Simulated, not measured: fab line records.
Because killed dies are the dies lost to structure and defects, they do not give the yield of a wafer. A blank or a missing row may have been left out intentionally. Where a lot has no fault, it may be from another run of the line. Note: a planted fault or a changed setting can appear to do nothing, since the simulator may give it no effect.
Problem report, 8D (eight disciplines) form, completed by code    flow gf180mcu    the parts of the form that need people (team, actions taken, sign-off) are left out

## 1. THE ISSUE
Wafers without a fault read 280.2 nm, standard deviation 0.84; cd nm at GF_M5_CD_MEAS_07 reads a mean of 286.9 nm on 4 wafers belonging to 2 lots. Measured from the usual mean, that is +8.0 standard deviations.
The step: target cd 280 nm.
First observed at day 30 22:29: wafer L906.4, on cd sem-01. At this step, 36 wafers from 12 lots have a number in the record. Rule for "out" (also "out of limits"): further than 4 standard deviations from the usual mean. The other wafers with a number count as sound.

## 2. WHAT IT IS, AND WHAT IT ISN'T
question                     is                              is not
which readings at this step  cd nm                           -
which lots                   L906, L909                      L892, L894, L897, L898, L900, L901, L904, L907, L911, L915
which wafers of those lots   L906.4, L906.6, L909.5, L909.6  L906.1, L909.2
read on which gauges         cd sem-01                       cd sem-02
when                         from day 30 22:29               up to then (22 sound wafers); but 10 sound wafers of L907, L909, L911, L915 came after

## 3. WHAT RULES OUT EACH SUSPECT
Counting: a tool at a process step up to the reading stays a suspect if it ran every lot that is out. Sound lots after the first of them don't rule it out here, since some wafers of a struck lot are sound.
- ruled out: the gauge at GF_M5_CD_MEAS_07. All the wafers that are out were read on cd sem-01, but those of them that GF_M5_PEB_05 has rows for are out there too, on other tools.
- litho track-03 at GF_M5_PEB_05 (peb time 90 s): kept. Ran every lot that is out, first one L906 (day 30 22:08); last sound lot up to then L904 (day 29 17:58). On those wafers its own readings are out: heater power total W.
After counting, what remains is litho track-03 at GF_M5_PEB_05.

## 4. THE CAUSE (what the simulator had put in)
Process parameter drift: litho track-03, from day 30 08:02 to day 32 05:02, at GF_M5_PEB_05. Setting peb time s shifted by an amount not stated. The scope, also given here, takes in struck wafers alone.
The count eliminated every tool but this one.

## 5. THE EFFECT CHAIN, in route order
Rows list readings where the struck wafers' mean (over those with a number) sits beyond 3 standard deviations from the usual. Only readings for which the record gives a usual standard deviation are gone through. hours: the time from each lot's start at the first step in this table that gives one to its start at this step, as a median over the lots. sigmas: the change in usual standard deviations.
hours  step              reading               usual     on struck wafers  change  sigmas
0      GF_M5_PEB_05      heater power total W  85.70 W   93.36             +7.66   +87
0      GF_M5_CD_MEAS_07  cd nm                 280.2 nm  286.9             +6.7    +8.0
It contains these process steps:
- GF_M5_PEB_05: peb time 90 s.

## 6. WHAT WOULD HAVE CAUGHT IT SOONER
In this record the first reading out of limits at a measuring or inspecting step was taken at day 30 22:29, 14 hours after the fault began at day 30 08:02.
At GF_M5_PEB_05, the tool's own readings (heater power total W) were out on each struck wafer the step has a row for, so an alarm limit on them would have fired on the first such wafer.
L909, from the lots that are out (2), started GF_M5_PEB_05 on litho track-03 later than day 30 22:29. A tool hold placed at that time would have kept it from harm.
